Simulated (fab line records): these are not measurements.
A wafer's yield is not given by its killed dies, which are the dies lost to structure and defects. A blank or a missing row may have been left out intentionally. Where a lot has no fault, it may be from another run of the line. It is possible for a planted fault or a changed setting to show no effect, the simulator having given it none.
Split-lot study || flow sky130 || 5 lots, 23 wafers read, on a route of 708 steps

ON THE SPLIT
At SKY_VIA4_CVD_18 (deposits W, target thk 505 nm, time 152.14 s), the setting temp_c was moved away from the recipe's 400 C on 7 of the 23 wafers read, by -1.1% to +2.8%. This setting was run at the recipe's value on the other wafers.

FROM THE SPLIT TO THE READING: what the file shows between them, 1 step
- SKY_VIA4_RS_MEAS_19: measures by four-point-probe

THE READING
VIA4_W_THK, in nm, at SKY_VIA4_THK_MEAS_20 (measures by xrf). Fault-free wafers of this fab line usually give 510 nm, standard deviation 6.8 nm.

{"wafer": "L074.1", "tool, chamber at the split": "cvd_w-01, 0", "temp_c as run, C": 395.5, "against the recipe": "-1.1%", "VIA4_W_THK, nm": 473, "against lot-mates on the recipe": -37}
{"wafer": "L074.2", "tool, chamber at the split": "cvd_w-01, 1", "temp_c as run, C": 395.5, "against the recipe": "-1.1%", "VIA4_W_THK, nm": 470, "against lot-mates on the recipe": -40}
{"wafer": "L074.3", "tool, chamber at the split": "cvd_w-01, 1", "temp_c as run, C": 400, "against the recipe": "recipe", "VIA4_W_THK, nm": 510, "against lot-mates on the recipe": "-"}
{"wafer": "L074.4", "tool, chamber at the split": "cvd_w-01, 0", "temp_c as run, C": 395.5, "against the recipe": "-1.1%", "VIA4_W_THK, nm": 464, "against lot-mates on the recipe": -46}
{"wafer": "L074.6", "tool, chamber at the split": "cvd_w-01, 0", "temp_c as run, C": 400, "against the recipe": "recipe", "VIA4_W_THK, nm": 510, "against lot-mates on the recipe": "-"}
{"wafer": "L075.1", "tool, chamber at the split": "cvd_w-02, 0", "temp_c as run, C": 400, "against the recipe": "recipe", "VIA4_W_THK, nm": 513, "against lot-mates on the recipe": "-"}
{"wafer": "L075.3", "tool, chamber at the split": "cvd_w-02, 1", "temp_c as run, C": 400, "against the recipe": "recipe", "VIA4_W_THK, nm": 519, "against lot-mates on the recipe": "-"}
{"wafer": "L075.4", "tool, chamber at the split": "cvd_w-02, 0", "temp_c as run, C": 400, "against the recipe": "recipe", "VIA4_W_THK, nm": 512, "against lot-mates on the recipe": "-"}
{"wafer": "L075.5", "tool, chamber at the split": "cvd_w-02, 1", "temp_c as run, C": 400, "against the recipe": "recipe", "VIA4_W_THK, nm": 516, "against lot-mates on the recipe": "-"}
{"wafer": "L075.6", "tool, chamber at the split": "cvd_w-02, 0", "temp_c as run, C": 400, "against the recipe": "recipe", "VIA4_W_THK, nm": 510, "against lot-mates on the recipe": "-"}
{"wafer": "L076.1", "tool, chamber at the split": "cvd_w-02, 0", "temp_c as run, C": 403.6, "against the recipe": "+0.9%", "VIA4_W_THK, nm": 551, "against lot-mates on the recipe": "+36"}
{"wafer": "L076.2", "tool, chamber at the split": "cvd_w-02, 1", "temp_c as run, C": 400, "against the recipe": "recipe", "VIA4_W_THK, nm": 519, "against lot-mates on the recipe": "-"}
{"wafer": "L076.3", "tool, chamber at the split": "cvd_w-02, 1", "temp_c as run, C": 403.6, "against the recipe": "+0.9%", "VIA4_W_THK, nm": 553, "against lot-mates on the recipe": "+38"}
{"wafer": "L076.5", "tool, chamber at the split": "cvd_w-02, 0", "temp_c as run, C": 400, "against the recipe": "recipe", "VIA4_W_THK, nm": 514, "against lot-mates on the recipe": "-"}
{"wafer": "L076.6", "tool, chamber at the split": "cvd_w-02, 1", "temp_c as run, C": 400, "against the recipe": "recipe", "VIA4_W_THK, nm": 513, "against lot-mates on the recipe": "-"}
{"wafer": "L077.1", "tool, chamber at the split": "cvd_w-01, 1", "temp_c as run, C": 400, "against the recipe": "recipe", "VIA4_W_THK, nm": 497, "against lot-mates on the recipe": "-"}
{"wafer": "L077.2", "tool, chamber at the split": "cvd_w-01, 0", "temp_c as run, C": 411.4, "against the recipe": "+2.8%", "VIA4_W_THK, nm": 620, "against lot-mates on the recipe": "+120"}
{"wafer": "L077.3", "tool, chamber at the split": "cvd_w-01, 0", "temp_c as run, C": 400, "against the recipe": "recipe", "VIA4_W_THK, nm": 502, "against lot-mates on the recipe": "-"}
{"wafer": "L077.4", "tool, chamber at the split": "cvd_w-01, 1", "temp_c as run, C": 400, "against the recipe": "recipe", "VIA4_W_THK, nm": 500, "against lot-mates on the recipe": "-"}
{"wafer": "L077.6", "tool, chamber at the split": "cvd_w-01, 0", "temp_c as run, C": 411.4, "against the recipe": "+2.8%", "VIA4_W_THK, nm": 630, "against lot-mates on the recipe": "+130"}
{"wafer": "L081.1", "tool, chamber at the split": "cvd_w-02, 0", "temp_c as run, C": 400, "against the recipe": "recipe", "VIA4_W_THK, nm": 501, "against lot-mates on the recipe": "-"}
{"wafer": "L081.2", "tool, chamber at the split": "cvd_w-02, 1", "temp_c as run, C": 400, "against the recipe": "recipe", "VIA4_W_THK, nm": 513, "against lot-mates on the recipe": "-"}
{"wafer": "L081.3", "tool, chamber at the split": "cvd_w-02, 0", "temp_c as run, C": 400, "against the recipe": "recipe", "VIA4_W_THK, nm": 500, "against lot-mates on the recipe": "-"}

FIT RESULTS
A straight line over all 23 wafers: VIA4_W_THK changes by +40 nm for each +1% of temp_c; r = +0.99; the points scatter about the line by 6.8 nm.
The same after taking each lot's own level away (the mean of its wafers on the recipe; 23 wafers): +42.2 nm for each +1%; r = +0.99; scatter 4.5 nm.
The reading moves by 1.2e+02 nm for the largest change in temp_c, on that fit.
The span of the lots' own levels, 499.7 to 515.3 nm, comes to 2.3 times the standard deviation stated above.
Hence the lot-to-lot level has little effect on the slope; both slopes agree.
Check: for one of the wafers moved furthest among these (+2.8%), held out of the fit, the line's prediction against its lot-mates is +122 nm. Against them it came out at +120 nm.

THE WHOLE CHAIN: every reading that the file lists as answering this split, in the file's order
{"step": "SKY_VIA4_CVD_18", "what it does": "deposits W, target thk 505 nm, time 152.14 s", "reading": "W_of_VIA4_CVD_18.thk_nm (the simulator's own value, which no gauge read)", "change (the file's fit)": "+41.9 nm for each +1% of the setting", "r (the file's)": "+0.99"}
{"step": "SKY_VIA4_RS_MEAS_19", "what it does": "measures by four-point-probe", "reading": "VIA4_W_RS", "change (the file's fit)": "-0.0163 for each +1% of the setting", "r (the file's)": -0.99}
{"step": "SKY_VIA4_THK_MEAS_20", "what it does": "measures by xrf", "reading": "VIA4_W_THK", "change (the file's fit)": "+42.6 for each +1% of the setting", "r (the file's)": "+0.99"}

FILE'S OWN FIT
VIA4_W_THK changes by +42.6 nm for each +1% of temp_c, r = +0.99.
